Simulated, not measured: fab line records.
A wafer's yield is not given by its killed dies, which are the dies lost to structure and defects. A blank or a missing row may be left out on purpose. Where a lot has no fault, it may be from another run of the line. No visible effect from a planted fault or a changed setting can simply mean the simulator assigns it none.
Which tool did it? + flow sky130 + Sampling: 13 lots, 39 wafers, 5 of 708 route steps

== WHAT THE GAUGES READ, wafer by wafer ==
SKY_METAL3_CD_MEAS_13 targets a cd of 300 nm. Usual: cd_nm 300.3 nm, standard deviation 1.5.
| lot  | measured     | on        | cd_nm (nm)        | flag |
|------|--------------|-----------|-------------------|------|
| L828 | day 38 20:53 | cd_sem-02 | 299.3 300.1 299.4 |      |
| L827 | day 38 21:44 | cd_sem-02 | 299.5 298.8 299.7 |      |
| L830 | day 39 09:43 | cd_sem-02 | 302.2 299.9 299.7 |      |
| L829 | day 39 11:50 | cd_sem-02 | 300.9 300.1 301.8 |      |
| L835 | day 40 23:28 | cd_sem-01 | 285.7 294.8 297.1 | OFF  |
| L837 | day 41 14:53 | cd_sem-02 | 298.2 299.6 299.4 |      |
| L842 | day 43 01:04 | cd_sem-01 | 301.1 301.9 299.6 |      |
| L843 | day 43 08:37 | cd_sem-01 | 301.4 302.8 300.1 |      |
| L844 | day 43 12:50 | cd_sem-01 | 299.4 297.6 298.0 |      |
| L845 | day 43 13:26 | cd_sem-02 | 301.1 299.8 301.1 |      |
| L847 | day 44 00:22 | cd_sem-01 | 301.5 303.0 301.5 |      |
| L848 | day 44 04:18 | cd_sem-01 | 297.8 297.3 297.1 |      |
| L850 | day 44 21:25 | cd_sem-01 | 299.0 300.1 300.4 |      |

SKY_VIA3_THK_MEAS_01. Usual: VIA3_HDPCVD_THK 1628 nm, standard deviation 18.
| lot  | measured     | on            | VIA3_HDPCVD_THK (nm) | flag |
|------|--------------|---------------|----------------------|------|
| L828 | day 38 22:10 | film_metro-02 | 1639 1632 1625       |      |
| L827 | day 38 23:13 | film_metro-02 | 1624 1628 1619       |      |
| L830 | day 39 10:58 | film_metro-01 | 1639 1625 1603       |      |
| L829 | day 39 13:07 | film_metro-02 | 1623 1615 1621       |      |
| L835 | day 41 00:52 | film_metro-02 | 1641 1646 1636       |      |
| L837 | day 41 16:10 | film_metro-01 | 1622 1638 1603       |      |
| L842 | day 43 02:18 | film_metro-02 | 1588 1612 1641       |      |
| L843 | day 43 09:56 | film_metro-01 | 1621 1605 1593       |      |
| L844 | day 43 14:07 | film_metro-04 | 1607 1655 1642       |      |
| L845 | day 43 14:44 | film_metro-04 | 1619 1597 1647       |      |
| L847 | day 44 01:35 | film_metro-02 | 1633 1627 1616       |      |
| L848 | day 44 05:31 | film_metro-04 | 1635 1656 1628       |      |
| L850 | day 44 22:41 | film_metro-02 | 1677 1649 1640       |      |

== TOOL THAT RAN EACH LOT (tool first, then ch and the chambers of the sampled wafers, then the start) ==
| lot  | SKY_METAL3_SPUTTER_01        | SKY_METAL3_SPUTTER_02        | SKY_METAL3_EXPOSE_10              |
|------|------------------------------|------------------------------|-----------------------------------|
| L828 | pvd_sputter-04, day 36 17:37 | pvd_sputter-04, day 36 17:38 | krf_scanner-02 ch 0, day 38 08:37 |
| L827 | pvd_sputter-01, day 36 18:52 | pvd_sputter-01, day 36 18:53 | krf_scanner-01 ch 0, day 38 09:31 |
| L830 | pvd_sputter-01, day 37 08:08 | pvd_sputter-01, day 37 08:10 | krf_scanner-01 ch 0, day 38 22:32 |
| L829 | pvd_sputter-02, day 37 08:26 | pvd_sputter-02, day 37 08:27 | krf_scanner-02 ch 0, day 39 00:04 |
| L835 | pvd_sputter-01, day 38 22:07 | pvd_sputter-01, day 38 22:08 | krf_scanner-01 ch 0, day 40 11:21 |
| L837 | pvd_sputter-04, day 39 12:58 | pvd_sputter-04, day 39 12:59 | krf_scanner-02 ch 0, day 41 02:55 |
| L842 | pvd_sputter-04, day 41 01:04 | pvd_sputter-04, day 41 01:05 | krf_scanner-02 ch 0, day 42 13:46 |
| L843 | pvd_sputter-04, day 41 08:14 | pvd_sputter-04, day 41 08:15 | krf_scanner-02 ch 0, day 42 20:40 |
| L844 | pvd_sputter-02, day 41 12:04 | pvd_sputter-02, day 41 12:05 | krf_scanner-01 ch 0, day 43 01:12 |
| L845 | pvd_sputter-04, day 41 13:43 | pvd_sputter-04, day 41 13:44 | krf_scanner-02 ch 0, day 43 02:01 |
| L847 | pvd_sputter-01, day 42 00:47 | pvd_sputter-01, day 42 00:49 | krf_scanner-01 ch 0, day 43 12:35 |
| L848 | pvd_sputter-02, day 42 05:40 | pvd_sputter-02, day 42 05:41 | krf_scanner-01 ch 0, day 43 16:10 |
| L850 | pvd_sputter-04, day 42 22:38 | pvd_sputter-04, day 42 22:40 | krf_scanner-02 ch 0, day 44 10:28 |
- SKY_METAL3_SPUTTER_01: material TiN, target thk 20 nm, time 16.7 s.
- SKY_METAL3_SPUTTER_02: material AlCu, target thk 735 nm, time 39.1 s.
- SKY_METAL3_EXPOSE_10: exposes mask MM3, target cd 300 nm.

== AS READ BY THE TOOLS THEMSELVES (means over the sampled wafers that have a number; for cases with no such wafer, the mark the record gives instead) ==
SKY_METAL3_SPUTTER_01. Usual: throttle_valve_pct 30.3 %, standard deviation 1.1.
| lot  | tool           | throttle_valve_pct (%) | flag |
|------|----------------|------------------------|------|
| L828 | pvd_sputter-04 | 31.1                   |      |
| L827 | pvd_sputter-01 | 29.3                   |      |
| L830 | pvd_sputter-01 | 29.6                   |      |
| L829 | pvd_sputter-02 | 30.1                   |      |
| L835 | pvd_sputter-01 | 29.7                   |      |
| L837 | pvd_sputter-04 | 31.3                   |      |
| L842 | pvd_sputter-04 | 31.6                   |      |
| L843 | pvd_sputter-04 | 31.3                   |      |
| L844 | pvd_sputter-02 | 29.8                   |      |
| L845 | pvd_sputter-04 | 31.4                   |      |
| L847 | pvd_sputter-01 | 29.6                   |      |
| L848 | pvd_sputter-02 | 29.7                   |      |
| L850 | pvd_sputter-04 | 31.3                   |      |

SKY_METAL3_SPUTTER_02. Usual: throttle_valve_pct 30.3 %, standard deviation 1.1.
| lot  | tool           | throttle_valve_pct (%) | flag |
|------|----------------|------------------------|------|
| L828 | pvd_sputter-04 | 31.0                   |      |
| L827 | pvd_sputter-01 | 29.4                   |      |
| L830 | pvd_sputter-01 | 29.7                   |      |
| L829 | pvd_sputter-02 | 29.9                   |      |
| L835 | pvd_sputter-01 | 29.7                   |      |
| L837 | pvd_sputter-04 | 31.3                   |      |
| L842 | pvd_sputter-04 | 31.5                   |      |
| L843 | pvd_sputter-04 | 31.3                   |      |
| L844 | pvd_sputter-02 | 29.9                   |      |
| L845 | pvd_sputter-04 | 31.5                   |      |
| L847 | pvd_sputter-01 | 29.8                   |      |
| L848 | pvd_sputter-02 | 29.7                   |      |
| L850 | pvd_sputter-04 | 31.4                   |      |

SKY_METAL3_EXPOSE_10. Usual: exposure_dose_mJ_cm2 28.00, standard deviation 0.031.
| lot  | tool           | exposure_dose_mJ_cm2 | flag |
|------|----------------|----------------------|------|
| L828 | krf_scanner-02 | 27.97                |      |
| L827 | krf_scanner-01 | 27.98                |      |
| L830 | krf_scanner-01 | 28.01                |      |
| L829 | krf_scanner-02 | 28.00                |      |
| L835 | krf_scanner-01 | 27.67                | OFF  |
| L837 | krf_scanner-02 | 27.97                |      |
| L842 | krf_scanner-02 | 27.98                |      |
| L843 | krf_scanner-02 | 28.01                |      |
| L844 | krf_scanner-01 | 27.98                |      |
| L845 | krf_scanner-02 | 28.01                |      |
| L847 | krf_scanner-01 | 27.99                |      |
| L848 | krf_scanner-01 | 28.03                |      |
| L850 | krf_scanner-02 | 28.01                |      |

== THE ANSWER, worked out from the rows above alone ==
Rule: a lot counts as off when the mean over its wafers that have a number is more than 3 standard deviations away from the usual mean. Also off: a lot with no number at a reading for which 4 or more lots have one. All remaining lots with rows at the step are treated as sound. The gauges are gone through in route order, then the tools' own readings, and for those a lot's mean is taken as printed above. The first step at which some lot is off is used, and at that step the reading that is off furthest; a lot without a number counts as furthest.
Off, at SKY_METAL3_CD_MEAS_13 on cd_nm: L835.
If a tool, at a process step before that reading, ran all the lots that are off and no sound lot after the first of them, it fits. Not tried: the gauges at SKY_METAL3_CD_MEAS_13; whatever is off there is also off at SKY_METAL3_EXPOSE_10, on other tools, and gauge error can't account for it. No candidate that was tried fits.

== WHAT THE SIMULATOR PUT IN ==
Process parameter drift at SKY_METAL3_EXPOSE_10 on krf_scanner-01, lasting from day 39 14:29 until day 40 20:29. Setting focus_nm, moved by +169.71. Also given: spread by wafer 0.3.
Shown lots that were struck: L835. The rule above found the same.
